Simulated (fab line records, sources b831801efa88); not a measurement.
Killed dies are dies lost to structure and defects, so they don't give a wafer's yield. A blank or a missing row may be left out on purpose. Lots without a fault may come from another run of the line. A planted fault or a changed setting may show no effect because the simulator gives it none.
A struck lot beside a sound one | flow sky130 | 27 steps out of a route of 708
Sound: wafers L716.1, L716.3, L716.4. Struck: wafers L722.3, L722.5, L722.6. The cause comes at the end.
At each step with rows: each side's tool, then ch and its chambers, then its first start. Under that, the readings that differ: sound wafers | struck wafers | difference of the means | sigmas: that difference in standard deviations of wafers without a fault.
alike: readings whose means differ by less than 2 such deviations, and words and numbers that are the same on both sides. not compared: withheld readings, readings that some wafer has no value for, bounds like >300 that may hide the same value, and numbers for which the record gives no deviation and whose values overlap.
The two part at a step that has a row with sigmas, a row that says differs or no value, or rows on one side only. Numbers that don't overlap but have no deviation are shown without sigmas and don't part them. A reading that every wafer of one side lacks parts them only if that side has two wafers or more.

first, 1 step without rows for these wafers: SKY_DNWELL_IMPLANT_07.
SKY_DNWELL_STRIP_08: strips in O2/N2.
  sound on plasma_asher-04 ch 0,1, day 3 07:32; struck on plasma_asher-04 ch 0,1, day 4 12:49
  alike: chamber_pressure_mTorr, drypump_motor_current_A, oes_product_au, strip_time_to_endpoint_s
  not compared: rf_hours_counter_h
SKY_DNWELL_TW_MEAS_09:
  sound on film_metro-03, day 3 07:38; struck on film_metro-04, day 4 12:53
  alike: DNWELL_TW
then, 7 steps without rows for these wafers: SKY_PWDE_DEHYDRATE_00 (time 60 s); SKY_PWDE_HMDS_01 (prime time 60 s); SKY_PWDE_COAT_02 (resist thk 3000 nm); SKY_PWDE_SOFTBAKE_03; SKY_PWDE_EXPOSE_04 (exposes mask PWDEM, target cd 840 nm); SKY_PWDE_PEB_05; SKY_PWDE_DEVELOP_06 (develop time 60 s).
SKY_PWDE_OVL_MEAS_07:
  sound on overlay-01, day 3 23:08; struck on overlay-02, day 5 05:43
  alike: PWDE_OVL
then, 1 step without rows for these wafers: SKY_PWDE_IMPLANT_08.
SKY_PWDE_STRIP_09: strips in O2/N2.
  sound on plasma_asher-01 ch 0,1, day 3 23:19; struck on plasma_asher-02 ch 0,1, day 5 05:56
  reading                                | sound             | struck            | difference                    | sigmas
  oes_product_au (a.u.)                  | 0.722 0.721 0.728 | 0.960 0.976 0.973 | +0.246                        | +56
  strip_time_to_endpoint_s (s)           | 36.98 36.95 36.93 | - - -             | no value on the struck wafers |
  model.coat_of_PWDE_COAT_02.thk_nm (nm) | 0 0 0             | 180.6 180.6 180.2 | +180.5                        |
  alike: chamber_pressure_mTorr, drypump_motor_current_A
  not compared: rf_hours_counter_h
SKY_PWDE_TW_MEAS_10:
  sound on film_metro-04, day 3 23:25; struck on film_metro-02, day 5 06:01
  reading | sound       | struck      | difference | sigmas
  PWDE_TW | 375 374 370 | 380 383 380 | +8         | +2
then, 7 steps without rows for these wafers: SKY_NWELL_DEHYDRATE_03 (time 60 s); SKY_NWELL_HMDS_04 (prime time 60 s); SKY_NWELL_COAT_05 (resist thk 3000 nm); SKY_NWELL_SOFTBAKE_06; SKY_NWELL_EXPOSE_07 (exposes mask NWM, target cd 840 nm); SKY_NWELL_PEB_08; SKY_NWELL_DEVELOP_09 (develop time 60 s).
SKY_NWELL_OVL_MEAS_10:
  sound on overlay-01, day 4 15:34; struck on overlay-01, day 5 22:55
  alike: NWELL_00_OVL
then, 3 steps without rows for these wafers: SKY_NWELL_IMPLANT_11; SKY_NWELL_IMPLANT_12; SKY_NWELL_IMPLANT_13.
SKY_NWELL_STRIP_14: strips in O2/N2.
  sound on plasma_asher-03 ch 0,1, day 4 16:02; struck on plasma_asher-02 ch 0,1, day 5 23:25
  reading                      | sound             | struck            | difference | sigmas
  strip_time_to_endpoint_s (s) | 36.98 36.98 36.94 | 39.48 39.45 39.51 | +2.51      | +28
  alike: chamber_pressure_mTorr, drypump_motor_current_A, oes_product_au
  not compared: rf_hours_counter_h
SKY_NWELL_TW_MEAS_15:
  sound on film_metro-02, day 4 16:08; struck on film_metro-04, day 5 23:30
  reading  | sound          | struck         | difference | sigmas
  NWELL_TW | 1853 1841 1857 | 1817 1807 1805 | -41        | -3

WHERE THEY PART
First at SKY_PWDE_STRIP_09; last, within this record, at SKY_NWELL_TW_MEAS_15.

WHY: what the simulator had put in
Strip aborted: plasma_asher-02, from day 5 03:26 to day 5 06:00, at SKY_PWDE_STRIP_09. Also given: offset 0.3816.
